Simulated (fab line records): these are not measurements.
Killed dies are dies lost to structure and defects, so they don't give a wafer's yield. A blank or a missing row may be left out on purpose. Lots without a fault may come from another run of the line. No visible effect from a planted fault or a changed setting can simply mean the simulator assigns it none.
fab line records | flow sky130
[record] lots = 12 wafers = 36 lastDay = 50
route steps=708 shown FIELD_ISO@24 DNWELL@43 PWDE@54 VT_ADJUST_NCORE@123
lots that met no fault: from a run of the same line without faults
startH: hours from the record's first day to the start of the lot's first wafer shown | waitH: how many hours have passed since the lot's step before this one | " same as the row above | L1.1+2: a single row standing in for several wafers | - no value present, or no start provided | * or withheld: withheld | < > ~ a bound
route shown NAME@n: names a module that has steps shown in the file, with the first one's number in the route | usual: average and standard deviation across the fault-free wafers | same: alike in all rows | chamber/n: place in a boat | sites: per-site readings | _std_site: standard deviation of those values | _edge_site: mean of outer sites minus mean of inner sites | radiusMm: how far each site lies from the wafer's centre | mask NAME#n: copy n | behind: the last tool/chamber to shape the wafer | hold: why the lot went on hold/how many hours it stayed there/how the hold came to an end | device: whichever transistor did not switch (one of n, p or np) | end of line: tests run on the same wafers once the route is complete | where a step has no rows: the recipe by itself | killed: dies that structure and defects cost at the first sort, which is not the same as the wafer's yield | map: dies across one wafer; x = killed, . = not, _ = none there
set.NAME: the setting that was run; set.NAME@STEP: the one run at that earlier step | model.NAME: the simulator's own value behind a step, which no gauge read
steps of the route over a sample of lots; a table a step, a row a wafer
services: when a tool's chamber went out of use (startH, in hours from the record's first day, below 0 if earlier), for how many hours, and the reason
[[steps]]
[step SKY_FIELD_ISO_THK_MEAS_23]
[recipe] reads = SiO2_of_FIELD_ISO_OXIDATION_22
[usual] FIELD_ISO_OXIDATION_01_THK = 10.08/0.16
// columns lot.wafer tool chamber startH waitH FIELD_ISO_OXIDATION_01_THK[nm]
L107.2 filmMetro-02 - 29.41 0.0 10.29
L107.3 " - " " 9.93
L107.4 " - " " 9.98
L109.2 filmMetro-02 - 39.96 0.0 10.10
L109.4 " - " " 10.19
L109.6 " - " " 10.13
L110.1 filmMetro-03 - 46.80 0.0 9.86
L110.3 " - " " 9.99
L110.5 " - " " 9.75
L111.2 filmMetro-03 - 50.73 0.0 10.14
L111.4 " - " " 10.05
L111.5 " - " " 9.98
L112.1 filmMetro-03 - 63.31 0.0 10.08
L112.3 " - " " 10.21
L112.4 " - " " 10.29
L113.1 filmMetro-02 - 63.31 0.0 10.06
L113.3 " - " " 10.26
L113.5 " - " " 9.94
L114.1 filmMetro-02 - 70.00 0.0 9.87
L114.2 " - " " 10.17
L114.4 " - " " 10.14
L116.3 filmMetro-01 - 79.08 0.0 10.30
L116.4 " - " " 10.31
L116.5 " - " " 10.18
L118.2 filmMetro-01 - 92.24 0.0 9.88
L118.3 " - " " 10.06
L118.4 " - " " 10.03
L119.4 filmMetro-03 - 94.38 0.0 10.00
L119.5 " - " " 9.96
L119.6 " - " " 10.19
L120.1 filmMetro-02 - 100.09 0.0 10.13
L120.4 " - " " 10.16
L120.6 " - " " 10.18
L130.2 filmMetro-02 - 151.93 0.0 9.89
L130.3 " - " " 9.89
L130.6 " - " " 9.78
[step SKY_DNWELL_STRIP_08]
[recipe] chemistry = O2/N2 powerW = 1400 pressureMtorr = 1500 platenTempC = withheld o2FlowSccm = 3000 n2FlowSccm = 300 overashFraction = 0.5
[usual] drypumpMotorCurrentA = 5.9/0.48 oesProductAu = 0.723/0.0045 stripTimeToEndpointS = 37.37/0.11
// columns lot.wafer tool chamber startH waitH drypumpMotorCurrentA oesProductAu rfHoursCounterH stripTimeToEndpointS
L107.2 plasmaAsher-02 1 48.51 0.1 6.5 0.724 37 37.25
L107.3 " 1 " " 6.4 0.717 - 37.35
L107.4 " 0 " " 5.8 0.719 - 37.35
L109.2 plasmaAsher-04 1 61.59 0.1 4.9 0.723 38 37.31
L109.4 " 1 " " 4.9 0.717 - 37.41
L109.6 " 1 " " 4.9 0.720 - 37.28
L110.1 plasmaAsher-03 1 68.21 0.1 6.0 0.721 26 37.24
L110.3 " 0 " " 6.0 0.726 - 37.06
L110.5 " 0 " " 6.0 0.722 - 37.07
L111.2 plasmaAsher-04 1 71.56 0.1 4.9 0.727 39 37.32
L111.4 " 1 " " 4.9 0.716 - 37.20
L111.5 " 1 " " 4.9 0.728 - 37.28
L113.1 plasmaAsher-03 1 85.36 0.1 6.1 0.728 28 37.51
L113.3 " 1 " " 6.1 0.723 - 37.53
L113.5 " 1 " " 6.0 0.726 - 37.49
L112.1 plasmaAsher-04 0 85.71 0.1 6.3 0.723 41 37.28
L112.3 " 1 " " 5.0 0.721 - 37.29
L112.4 " 0 " " 6.3 0.726 - 37.22
L114.1 plasmaAsher-04 0 93.56 0.1 6.4 0.728 41 37.48
L114.2 " 1 " " 4.9 0.730 41 37.49
L114.4 " 1 " " 4.9 0.719 - 37.47
L116.3 plasmaAsher-02 0 102.62 0.1 5.8 0.723 - 37.61
L116.4 " 1 " " 6.4 0.724 - 37.53
L116.5 " 0 " " 5.8 0.727 - 37.38
L118.2 plasmaAsher-03 0 115.46 0.1 6.0 0.723 31 37.23
L118.3 " 1 " " 6.0 0.719 - 37.25
L118.4 " 0 " " 6.0 0.726 - 37.29
L119.4 plasmaAsher-04 1 118.30 0.1 4.9 0.729 - 37.25
L119.5 " 0 " " 6.3 0.718 - 37.33
L119.6 " 1 " " 4.9 0.726 - 37.27
L120.1 plasmaAsher-03 1 123.89 0.1 6.0 0.733 32 37.43
L120.4 " 0 " " 6.0 0.714 - 37.42
L120.6 " 0 " " 6.0 0.724 - 37.27
L130.2 plasmaAsher-03 1 176.79 0.1 6.0 0.728 37 37.35
L130.3 " 0 " " 6.0 0.726 - 37.43
L130.6 " 0 " " 6.0 0.720 - 37.48
[step SKY_PWDE_STRIP_09]
[recipe] chemistry = O2/N2 powerW = 1400 pressureMtorr = 1500 platenTempC = withheld o2FlowSccm = 3000 n2FlowSccm = 300 overashFraction = 0.5
[usual] drypumpMotorCurrentA = 5.8/0.54 oesProductAu = 0.722/0.0042 stripTimeToEndpointS = 36.89/0.096
// columns lot.wafer tool chamber startH waitH drypumpMotorCurrentA oesProductAu rfHoursCounterH stripTimeToEndpointS
L107.2 plasmaAsher-03 1 65.20 0.1 6.0 0.721 26 36.97
L107.3 " 0 " " 6.0 0.717 - 36.99
L107.4 " 1 " " 6.0 0.720 - 37.05
L109.2 plasmaAsher-02 1 78.45 0.1 6.5 0.726 39 36.90
L109.4 " 0 " " 5.8 0.720 - 36.90
L109.6 " 1 " " 6.4 0.722 - 36.86
L110.1 plasmaAsher-02 1 85.65 0.1 6.4 0.721 40 36.88
L110.3 " 1 " " 6.4 0.729 - 36.85
L110.5 " 1 " " 6.4 0.730 - 36.91
L111.2 plasmaAsher-03 0 88.40 0.1 6.0 0.721 28 36.99
L111.4 " 1 " " 6.0 0.720 - 36.91
L111.5 " 0 " " 6.0 0.715 - 36.99
L113.1 plasmaAsher-02 1 103.50 0.1 6.5 0.722 41 36.99
L113.3 " 0 " " 5.8 0.731 - 36.83
L113.5 " 1 " " 6.5 0.725 - 36.87
L112.1 plasmaAsher-03 1 103.85 0.1 6.0 0.724 30 36.88
L112.3 " 1 " " 6.0 0.725 - 36.83
L112.4 " 0 " " 6.0 0.727 - 36.76
L114.1 plasmaAsher-03 0 112.25 0.1 6.0 0.722 30 36.71
L114.2 " 1 " " 6.0 0.732 30 36.71
L114.4 " 0 " " 6.0 0.729 - 36.77
L116.3 plasmaAsher-03 1 122.33 0.1 6.1 0.720 - 36.83
L116.4 " 0 " " 6.0 0.725 - 36.86
L116.5 " 0 " " 6.0 0.726 - 36.88
L118.2 plasmaAsher-02 1 135.05 0.1 6.4 0.723 45 36.93
L118.3 " 0 " " 5.8 0.721 - 36.95
L118.4 " 1 " " 6.4 0.720 - 37.01
L119.4 plasmaAsher-02 1 137.93 0.1 6.5 0.716 - 37.01
L119.5 " 1 " " 6.4 0.721 - 37.05
L119.6 " 0 " " 5.8 0.714 - 37.02
L120.1 plasmaAsher-03 0 142.85 0.1 6.0 0.725 34 36.76
L120.4 " 0 " " 6.0 0.732 - 36.92
L120.6 " 0 " " 5.9 0.720 - 36.91
L130.2 plasmaAsher-02 1 197.30 0.1 6.4 0.717 50 36.73
L130.3 " 1 " " 6.5 0.721 - 36.67
L130.6 " 0 " " 5.8 0.725 - 36.70
[step SKY_VT_ADJUST_NCORE_EXPOSE_04]
[recipe] maskId = LVTN_COMPLEMENT_THIN na = 0.6 sourceShape = conventional sigmaOuter = 0.6 polarization = unpolarized targetCdNm = 380 doseMj = 139
// columns lot.wafer tool chamber startH waitH mask
L107.2+3+4 ilineStepper-02 0 167.91 - LVTN_COMPLEMENT_THIN#0
L109.2+4+6 ilineStepper-02 0 184.61 - LVTN_COMPLEMENT_THIN#0
L110.1+3+5 ilineStepper-02 0 192.01 - LVTN_COMPLEMENT_THIN#0
L111.2+4+5 ilineStepper-02 0 196.68 - LVTN_COMPLEMENT_THIN#0
L113.1+3+5 ilineStepper-02 0 213.26 - LVTN_COMPLEMENT_THIN#0
L112.1+3+4 ilineStepper-01 0 215.04 - LVTN_COMPLEMENT_THIN#0
L114.1+2+4 ilineStepper-02 0 223.34 - LVTN_COMPLEMENT_THIN#0
L116.3+4+5 ilineStepper-01 0 234.87 - LVTN_COMPLEMENT_THIN#0
L118.2+3+4 ilineStepper-01 0 250.71 - LVTN_COMPLEMENT_THIN#0
L119.4+5+6 ilineStepper-02 0 255.09 - LVTN_COMPLEMENT_THIN#0
L120.1+4+6 ilineStepper-02 0 259.91 - LVTN_COMPLEMENT_THIN#0
L130.2+3+6 ilineStepper-01 0 330.06 - LVTN_COMPLEMENT_THIN#0
[step SKY_VT_ADJUST_NCORE_OVL_MEAS_08]
[usual] VT_ADJUST_NCORE_OVL = 0.7/1.4
// columns lot.wafer tool chamber startH waitH VT_ADJUST_NCORE_OVL[nm]
L107.2 overlay-01 - 178.49 0.1 0.6
L107.3 " - " " 1.8
L107.4 " - " " -0.7
L109.2 overlay-02 - 194.94 0.1 0.4
L109.4 " - " " 1.4
L109.6 " - " " 0.8
L110.1 overlay-02 - 202.68 0.1 0.5
L110.3 " - " " -0.2
L110.5 " - " " 0.8
L111.2 overlay-01 - 206.84 0.1 2.5
L111.4 " - " " 2.8
L111.5 " - " " 3.5
L113.1 overlay-01 - 224.82 0.1 1.5
L113.3 " - " " 0.5
L113.5 " - " " -0.2
L112.1 overlay-02 - 226.03 0.1 -2.7
L112.3 " - " " 0.0
L112.4 " - " " -2.5
L114.1 overlay-01 - 233.73 0.1 -0.2
L114.2 " - " " 0.1
L114.4 " - " " -1.2
L116.3 overlay-01 - 246.64 0.1 0.1
L116.4 " - " " 1.4
L116.5 " - " " 0.9
L118.2 overlay-01 - 261.79 0.1 -0.1
L118.3 " - " " 0.4
L118.4 " - " " 0.8
L119.4 overlay-02 - 267.65 0.1 2.6
L119.5 " - " " 2.6
L119.6 " - " " 1.8
L120.1 overlay-02 - 272.43 0.1 4.9
L120.4 " - " " 4.4
L120.6 " - " " 4.6
L130.2 overlay-01 - 342.79 0.1 -0.6
L130.3 " - " " 1.4
L130.6 " - " " 1.1
[[services]]
// columns tool chamber startH hours kind
plasmaAsher-03 - 42.69 2.0 repair
plasmaAsher-02 - 57.62 5.4 repair
ilineStepper-02 0 79.07 - calibration
ilineStepper-01 - 91.26 1.7 pm
ilineStepper-02 - 92.92 1.7 pm
plasmaAsher-04 - 108.75 9.0 pm
plasmaAsher-04 0 108.75 9.0 ventCycle
plasmaAsher-04 1 108.75 9.0 ventCycle
plasmaAsher-03 - 124.72 0.8 repair
plasmaAsher-04 - 129.69 4.3 repair
plasmaAsher-02 - 136.99 0.6 repair
plasmaAsher-02 - 139.60 2.8 repair
plasmaAsher-02 - 167.38 2.8 pm
ilineStepper-02 - 179.85 2.9 repair
plasmaAsher-04 - 189.91 2.8 pm
ilineStepper-02 - 229.92 6.8 repair
plasmaAsher-03 - 262.71 1.7 repair
plasmaAsher-03 - 284.07 2.2 repair
ilineStepper-02 - 288.53 2.1 pm
ilineStepper-02 - 290.61 - consumableReplace:lamp
plasmaAsher-04 - 302.79 4.4 repair
ilineStepper-02 0 307.89 - calibration
ilineStepper-01 - 309.44 1.7 pm
ilineStepper-02 - 311.10 1.7 pm
[[key]]
[firstSign] step = SKY_VT_ADJUST_NCORE_OVL_MEAS_08 reading = VT_ADJUST_NCORE_OVL direction = up sigmas = 2.8 usual = 0.7 struck = 4.6
effect none on later readings
metAt SKY_VT_ADJUST_NCORE_EXPOSE_04
struckLots L120
testerLeftOut L120
notActingAt SKY_FIELD_ISO_THK_MEAS_23,SKY_DNWELL_STRIP_08,SKY_PWDE_STRIP_09
onsetBetween 255.09 259.91
[fault] kind = processParameterDrift tool = ilineStepper-02 chamber = - onsetH = 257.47 steps = SKY_VT_ADJUST_NCORE_EXPOSE_04 channel = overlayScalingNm offset = 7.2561 shape = step endH = 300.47
// testerLeftOut: of these lots the tester's yield and bins aren't shown, on N5 and GAA mostly nor the transistor test; their killed dies are dies lost to structure and defects alone, not to doping, threshold or leakage, so they don't give the yield
